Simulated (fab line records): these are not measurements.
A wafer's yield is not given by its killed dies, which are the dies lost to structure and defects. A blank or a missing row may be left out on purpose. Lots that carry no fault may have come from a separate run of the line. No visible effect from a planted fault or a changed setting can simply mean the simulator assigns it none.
A lot that was struck, set against a sound lot ; flow gf180mcu ; 15 out of 602 route steps
Sound: these wafers, L468.1, L468.3, L468.6. Struck: wafers L473.3, L473.6 (left out: L473.5, a lot-mate that was not struck); the cause follows at the end.
Each step with rows lists, per side, the tool, then ch with its chambers, then its first start. Under that, the readings that differ: sound wafers ; struck wafers ; difference of the means ; sigmas: that difference in standard deviations of wafers without a fault.
alike: readings with means less than 2 such deviations apart, plus words and numbers identical on both sides. not compared: withheld readings, readings lacking a value on some wafer, bounds such as >300 that could conceal the same value, and numbers that have no deviation in the record and whose values overlap.
A row with sigmas, a row that says differs or no value, or rows on one side alone: a step with any of these is where the two part. Numbers that have no deviation but don't overlap get no sigmas and don't part them. Lack of a reading on every wafer of one side parts them only where that side has two or more wafers.

first, 9 steps without rows for these wafers: GF_MIM_STRIP_21 (strips in post etch residue remover, time 1200 s); GF_MIM_CLEAN_22 (cleans in DIW); GF_M5_DEHYDRATE_00 (time 60 s); GF_M5_HMDS_01 (prime time 60 s); GF_M5_COAT_02 (resist thk 1000 nm); GF_M5_SOFTBAKE_03 (time 60 s); GF_M5_EXPOSE_04 (exposes mask Metal5, target cd 280 nm); GF_M5_PEB_05 (peb time 90 s); GF_M5_DEVELOP_06 (develop time 60 s).
GF_M5_CD_MEAS_07: the cd target is 280 nm.
  sound on cd-sem-02 at day 27 11:38; struck on cd-sem-01 at day 29 04:03
reading;sound;struck;difference;sigmas
cd-nm (nm);279.5 278.1 277.8;281.0 282.2;+3.1;+2
GF_M5_OVL_MEAS_08:
  sound on overlay-01 at day 27 11:45; struck on overlay-02 at day 29 04:08
  alike: M5_OVL
GF_M5_ETCH_09: etches Si3N4 in CF4/O2, target depth 52 nm, time 11.6 s.
  sound on rie-diel-01 ch 2,3, day 27 11:47; struck on rie-diel-01 ch 0,3, day 29 04:10
  alike: drypump-motor-current-A, oes-product-au, throttle-valve-pct
  not compared: rf-hours-counter-h
GF_M5_METAL_ETCH_10: etches the open film in Cl2/BCl3, stops on SiO2, target depth 750.8 nm, time 125.1 s.
  sound on rie-metal-04 ch 0,1, day 27 11:49; struck on rie-metal-01 ch 0, day 29 04:14
reading;sound;struck;difference;sigmas
drypump-motor-current-A (A);5.8 6.2 6.2;5.0 5.0;-1.1;-3
oes-product-au (a.u.);0.985 0.994 0.986;0.741 0.740;-0.248;-41
throttle-valve-pct (%);28.245 28.235 28.234;28.504 28.499;+0.264;+26
model.KrF_of_M5_COAT_02.thk-nm (nm);655.6 650.5 646.3;766.9 770;+117.7;
  not compared: rf-hours-counter-h
GF_M5_STRIP_11: strips in O2/N2.
  sound on plasma-asher-01 ch 0,1, day 27 11:56; struck on plasma-asher-04 ch 0,1, day 29 04:21
reading;sound;struck;difference;sigmas
oes-product-au (a.u.);0.523 0.526 0.511;0.573 0.567;+0.050;+9
strip-time-to-endpoint-s (s);7.09 7.06 7.00;8.19 8.22;+1.16;+20
  alike: drypump-motor-current-A, heater-power-w
  not compared: rf-hours-counter-h
then, 1 step without rows for these wafers: GF_M5_STRIP_12 (strips in post etch residue remover, time 1200 s).

WHERE THEY PART
First at GF_M5_CD_MEAS_07; last, within this record, at GF_M5_STRIP_11.

WHY: the cause the simulator had injected
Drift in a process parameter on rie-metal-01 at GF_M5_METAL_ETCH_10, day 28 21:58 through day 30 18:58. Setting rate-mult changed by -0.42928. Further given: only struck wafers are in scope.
